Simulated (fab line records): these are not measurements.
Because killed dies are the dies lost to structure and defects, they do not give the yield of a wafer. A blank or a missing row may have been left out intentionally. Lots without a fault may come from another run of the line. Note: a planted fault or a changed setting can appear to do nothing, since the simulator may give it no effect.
Chamber matching	flow gf180mcu	hdpcvd-02 running GF_V5_CVD_00: 3 sister chambers
The step deposits SiO2, target thk 300 nm, time 50 s. 3 wafers are shown with their chamber, then 8 later ones without.

WAFERS PAIRED WITH THEIR CHAMBERS
wafer	chamber	pressure mtorr (mTorr)
L343.5	1	5.992
L351.4	0	6.006
L352.1	2	6.016

WAFERS MISSING THEIR CHAMBER
wafer	pressure mtorr (mTorr)
L352.2	5.986
L352.3	6.015
L358.1	5.990
L358.4	5.997
L358.5	6.009
L359.4	5.968
L359.5	5.992
L359.6	5.998

THE CHAMBER EACH PASSED THROUGH
wafer	from the rows above	in truth
L352.2	can't be placed: 1 or 0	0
L352.3	can't be placed: 2 or 0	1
L358.1	can't be placed: 1 or 0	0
L358.4	can't be placed: 1 or 0 or 2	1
L358.5	can't be placed: 0 or 2 or 1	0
L359.4	can't be placed: 1 or 0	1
L359.5	can't be placed: 1 or 0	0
L359.6	can't be placed: 1 or 0 or 2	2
Correct placement for 0 of the 8. Not placeable from these rows: 8 (in 7, the candidates include the true chamber). 0 placed wrongly.
How it was worked out, from the rows above alone: a wafer's distance from a chamber is the root of the sum, over the readings, of the square of ((its reading less the chamber's mean) divided by the reading's scatter). If the next closest chamber is less than 2 further off than the closest, the wafer can't be placed; otherwise it belongs to the closest. Each chamber's mean is taken over the wafers shown for it. The scatter: root of mean squared gap, hidden wafer to nearest shown wafer, with one shown wafer a chamber.
